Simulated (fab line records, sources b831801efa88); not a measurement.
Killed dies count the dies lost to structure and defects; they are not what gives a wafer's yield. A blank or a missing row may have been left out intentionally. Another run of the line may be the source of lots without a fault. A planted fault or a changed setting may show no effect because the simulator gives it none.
A single fault, viewed from 2 desks | flow sky130 | only its own numbers are on each desk; what lay behind them is given at the end

== THE METROLOGY DESK ==
Lot by lot, what the gauges showed, no matter which tool ran the lot: averages of those sampled wafers that carry a number. If a lot's mean is further than 4 standard deviations from the usual mean, the lot is out of limits and carries the mark OUT (the distance appears in the brackets).
Columns: A = LDD_HVN_TW at SKY_LDD_HVN_TW_MEAS_10, usual 1423; B = LI_CONTACT_W_RS at SKY_LI_CONTACT_RS_MEAS_22, usual 0.286 ohm/sq
lot  | first seen here | A    | B
L944 | day 21 09:03    | 1427 | 0.286
L945 | day 22 04:43    | 1424 | 0.286
L946 | day 22 05:25    | 1428 | 0.282
L947 | day 22 20:14    | 1408 | 0.284
L949 | day 23 16:43    | 1414 | 0.287
L951 | day 24 22:08    | 1413 | 0.290
L953 | day 25 09:31    | 1423 | 0.282
L955 | day 25 19:46    | 1437 | 0.287
L959 | day 27 00:34    | 1428 | 0.295
L960 | day 27 07:52    | 1422 | 0.283
L961 | day 27 11:59    | 1418 | 0.285
L962 | day 28 12:27    | 1409 | 0.283
L964 | day 28 12:35    | 1421 | 0.286
This desk's finding: nothing out of limits on any of the 13 lots.

== TOOL OWNER'S DESK, implanter-01 ==
For each lot that ran on this tool, the mean over its sampled wafers that have a number, from the tool's own readings at SKY_VT_ADJUST_HVTP_IMPLANT_09. If a lot's mean is further than 4 standard deviations from the usual mean, the lot is out of limits and carries the mark OUT (the distance appears in the brackets).
Columns: A = beam_energy_keV at SKY_VT_ADJUST_HVTP_IMPLANT_09, usual 149.99
lot  | first seen here | A
L944 | day 6 20:10     | 149.99
L949 | day 8 05:49     | 149.94
L951 | day 9 05:05     | 149.97
L953 | day 9 12:47     | 160.03 (+99 or more) OUT
L959 | day 10 18:41    | 160.00 (+99 or more) OUT
This desk's finding: out of limits on L953, L959; first on L953, day 9 12:47 (beam_energy_keV at SKY_VT_ADJUST_HVTP_IMPLANT_09). L944, L949, L951 stayed within limits.

== PUT TOGETHER ==
The tool owner's desk had the chance to raise an alarm at day 9 12:47 on L953, L959.
From the metrology desk's view, nothing was out of limits.
The metrology desk holds a record of L953, L959, inside its limits.
SKY_VT_ADJUST_HVTP_IMPLANT_09 was run on implanter-01 by each of the lots named.

== WHAT THE SIMULATOR HAD PUT IN ==
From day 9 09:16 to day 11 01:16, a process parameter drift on implanter-01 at SKY_VT_ADJUST_HVTP_IMPLANT_09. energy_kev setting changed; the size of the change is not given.
Lots struck among those shown: L953, L959.
How many hours passed from the start of the fault until each desk's first out-of-limits reading: the tool owner's desk, 4.
